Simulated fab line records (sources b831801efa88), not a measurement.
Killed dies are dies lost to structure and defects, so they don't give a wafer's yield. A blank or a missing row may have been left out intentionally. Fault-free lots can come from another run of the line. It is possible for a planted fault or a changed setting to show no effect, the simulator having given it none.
Comparing a struck lot with a sound one ; flow sky130 ; 20 steps out of a route of 708
Sound: these wafers, L859.2, L859.5, L859.6. Wafers L869.3, L869.4, L869.6 were the ones struck. The cause is given at the end.
At each step with rows: each side's tool, then ch and its chambers, then its first start. Under that, the readings that differ: sound wafers ; struck wafers ; difference of the means ; sigmas: that difference in standard deviations of wafers without a fault.
alike: readings whose means differ by less than 2 such deviations, and words and numbers that are the same on both sides. not compared: withheld readings, readings that some wafer has no value for, bounds like >300 that may hide the same value, and numbers for which the record gives no deviation and whose values overlap.
The two part at a step that has a row with sigmas, a row that says differs or no value, or rows on one side only. Numbers that have no deviation but don't overlap get no sigmas and don't part them. A reading that every wafer of one side lacks parts them only if that side has two wafers or more.

SKY_LDD_HVP_OVL_MEAS_07:
  struck on overlay-02, day 29 15:29; sound on overlay-01, day 26 14:25
  alike: LDD_HVP_OVL
following that, these wafers have no rows for 1 step: SKY_LDD_HVP_IMPLANT_08.
SKY_LDD_HVP_STRIP_09: strips in O2/N2.
  sound on plasma asher-01 ch 0,1, day 26 14:35; struck on plasma asher-03 ch 0,1, day 29 15:41
reading;sound;struck;difference;sigmas
drypump motor current A (A);5.0 5.0 5.4;6.3 6.2 6.3;+1.1;+3
  alike: oes product au, strip time to endpoint s
  not compared: rf hours counter h
SKY_LDD_HVP_TW_MEAS_10:
  struck on film metro-02, day 29 15:46; sound on film metro-04, day 26 14:42
  alike: LDD_HVP_TW
then, 7 steps without rows for these wafers: SKY_LDD_LDN_DEHYDRATE_00 (time 60 s); SKY_LDD_LDN_HMDS_01 (prime time 60 s); SKY_LDD_LDN_COAT_02 (resist thk 1140 nm); SKY_LDD_LDN_SOFTBAKE_03 (time 60 s); SKY_LDD_LDN_EXPOSE_04 (exposes mask LDNTM, target cd 700 nm); SKY_LDD_LDN_PEB_05; SKY_LDD_LDN_DEVELOP_06 (develop time 60 s).
SKY_LDD_LDN_OVL_MEAS_07:
  struck on overlay-01, day 30 19:37; sound on overlay-02, day 27 19:31
  alike: LDD_LDN_OVL
SKY_LDD_LDN_IMPLANT_08:
  sound on implanter-03 ch 0, day 27 19:35; struck on implanter-01 ch 0, day 30 19:41
reading;sound;struck;difference;sigmas
beam energy keV;15.000 14.998 14.989;20.170 20.169 20.172;+5.175;+99 or more
model.implant.rp nm (nm);13.25 13.25 13.25;15.3 15.3 15.3;+2.1;
model.implant.drp nm (nm);5.933 5.933 5.933;7.255 7.255 7.255;+1.322;
  alike: faraday current uA
then, 3 steps without rows for these wafers: SKY_LDD_LDN_IMPLANT_09; SKY_LDD_LDN_IMPLANT_10; SKY_LDD_LDN_IMPLANT_11.
SKY_LDD_LDN_STRIP_12: strips in O2/N2.
  sound on plasma asher-01 ch 0,1, day 27 20:09; struck on plasma asher-02 ch 0,1, day 30 20:16
reading;sound;struck;difference;sigmas
drypump motor current A (A);4.9 4.9 5.4;5.8 5.8 5.8;+0.7;+2
  alike: oes product au, strip time to endpoint s
  not compared: rf hours counter h
SKY_LDD_LDN_TW_MEAS_13:
  struck on film metro-02, day 30 20:22; sound on film metro-01, day 27 20:16
  alike: LDD_LDN_TW
then, 1 step without rows for these wafers: SKY_LDD_LDN_CLEAN_14 (cleans in SC1/SC2, time 150 s).
-- here the record skips 20 days between the struck wafers' starts before and after, leaving off in module LDD_LDN and picking up in module PAD_OPEN (first step shown: number 708 of the route) --
SKY_PAD_OPEN_PROBE_99:
  struck on prober-01, day 51 00:12; sound on prober-02, day 49 07:17
reading;sound;struck;difference;sigmas
model.etest.tip sonos.rs ohm sq;2640 2607 2603;2461 2506 2486;-132;
  alike: killed_at_M0_to_M3, killed_at_M4_up, killed at contacts, killed at front end, killed at other, killed dies, killed open, killed short

== WHERE THEY PART ==
Earliest at SKY_LDD_HVP_STRIP_09; latest, in this record, at SKY_LDD_LDN_STRIP_12. Later steps at which nothing parts them and some readings are alike: SKY_LDD_LDN_TW_MEAS_13, SKY_PAD_OPEN_PROBE_99.

WHY: what had been put in by the simulator
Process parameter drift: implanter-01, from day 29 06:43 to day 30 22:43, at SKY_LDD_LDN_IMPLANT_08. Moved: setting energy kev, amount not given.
